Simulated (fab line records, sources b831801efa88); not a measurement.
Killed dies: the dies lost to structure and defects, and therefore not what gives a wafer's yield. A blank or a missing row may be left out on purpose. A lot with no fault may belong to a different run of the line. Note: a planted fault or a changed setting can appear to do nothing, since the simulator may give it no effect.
Chamber matching    flow sky130    SKY_VIA3_CMP_02 on cmp-01: 4 sister chambers
The step polishes SiO2. 4 wafers are shown with their chamber, then 7 later ones without.

== WAFERS, EACH WITH ITS CHAMBER ==
wafer   chamber  motorCurrentA (A)
L823.5  1        11.4
L823.6  0        10.2
L827.3  3        14.1
L827.4  2        13.3

== WAFERS WITH NO CHAMBER GIVEN ==
wafer   motorCurrentA (A)
L827.6  13.2
L834.1  12.8
L834.2  10.5
L834.5  11.4
L831.3  14.1
L831.4  10.9
L831.5  11.6

== CHAMBER TAKEN BY EACH ==
wafer    from the rows above       in truth
L827.6   2                         2
L834.1   2                         2
L834.2   can't be placed: 0 or 1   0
L834.5   1                         1
L831.3   3                         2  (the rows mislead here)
L831.4   can't be placed: 1 or 0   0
L831.5   1                         1
Correct placement for 4 of the 7. Unplaceable from these rows: 2, with the true chamber sitting among the candidates in 2. 1 placed wrongly.
How it was worked out, from the rows above alone: a wafer's distance from a chamber is the root of the sum, over the readings, of the square of ((its reading less the chamber's mean) divided by the reading's scatter). The wafer belongs to the nearest chamber; if the next one is less than 2 further off, it can't be placed. The mean given for a chamber averages the wafers shown for that chamber. The scatter: root of mean squared gap, hidden wafer to nearest shown wafer, with one shown wafer a chamber.
